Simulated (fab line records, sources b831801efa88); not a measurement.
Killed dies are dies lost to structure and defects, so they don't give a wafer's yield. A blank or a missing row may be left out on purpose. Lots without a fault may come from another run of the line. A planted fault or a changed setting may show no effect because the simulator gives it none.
Chamber matching | flow sky130 | SKY_LI_CONTACT_HDPCVD_00 on hdpcvd-01: 3 sister chambers
The step deposits PSG, target thk 930 nm, time 155 s. 14 wafers are shown with their chamber, then 7 later ones without.

WAFERS WITH THEIR CHAMBER
wafer  | chamber | run_length_s (s) | pressure_mtorr (mTorr)
L541.1 | 1       | 183.7            | 5.991
L541.3 | 2       | 181.9            | 5.993
L541.4 | 2       | 181.8            | 6.009
L549.2 | 0       | 182.6            | 5.996
L549.4 | 1       | 183.1            | 6.012
L549.6 | 2       | 181.7            | 5.999
L553.2 | 0       | 182.5            | 5.999
L553.4 | 0       | 182.7            | 5.986
L553.6 | 1       | 183.0            | 5.980
L555.2 | 0       | 183.0            | 5.989
L555.3 | 1       | 183.0            | 6.003
L555.4 | 1       | 183.9            | 5.999
L557.1 | 2       | 182.0            | 6.016
L557.4 | 0       | 182.9            | 5.999

SIGNATURES (means of the wafers above)
reading        | chamber 0 | chamber 1 | chamber 2 | scatter within a chamber
run_length_s   | 182.740   | 183.340   | 181.850   | 0.294
pressure_mtorr | 5.99380   | 5.99700   | 6.00425   | 0.00976
Rule: a wafer's distance from a chamber is the root of the sum, over the readings, of the square of ((its reading less the chamber's mean) divided by the reading's scatter). The wafer belongs to the nearest chamber; if the next one is less than 2 further off, it can't be placed. The scatter: the root of (the sum of the squares of (reading less its chamber's mean) over the shown wafers, divided by (wafers less chambers)).

WAFERS WITHOUT THEIR CHAMBER
wafer  | run_length_s (s) | pressure_mtorr (mTorr)
L557.5 | 181.9            | 5.990
L559.1 | 181.7            | 5.997
L559.2 | 183.5            | 5.981
L559.6 | 182.6            | 6.003
L560.4 | 182.9            | 6.001
L560.5 | 181.8            | 6.015
L560.6 | 182.8            | 6.000

WHICH CHAMBER EACH WENT THROUGH
wafer  | from the rows above          | in truth
L557.5 | can't be placed: 2 or 0      | 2
L559.1 | 2                            | 2
L559.2 | can't be placed: 1 or 0      | 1
L559.6 | can't be placed: 0 or 2 or 1 | 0
L560.4 | can't be placed: 0 or 1      | 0
L560.5 | 2                            | 2
L560.6 | can't be placed: 0 or 1      | 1
Placed correctly: 2 of 7. Can't be placed from these rows: 5 (the true chamber is among the candidates in 5). Placed wrongly: 0.
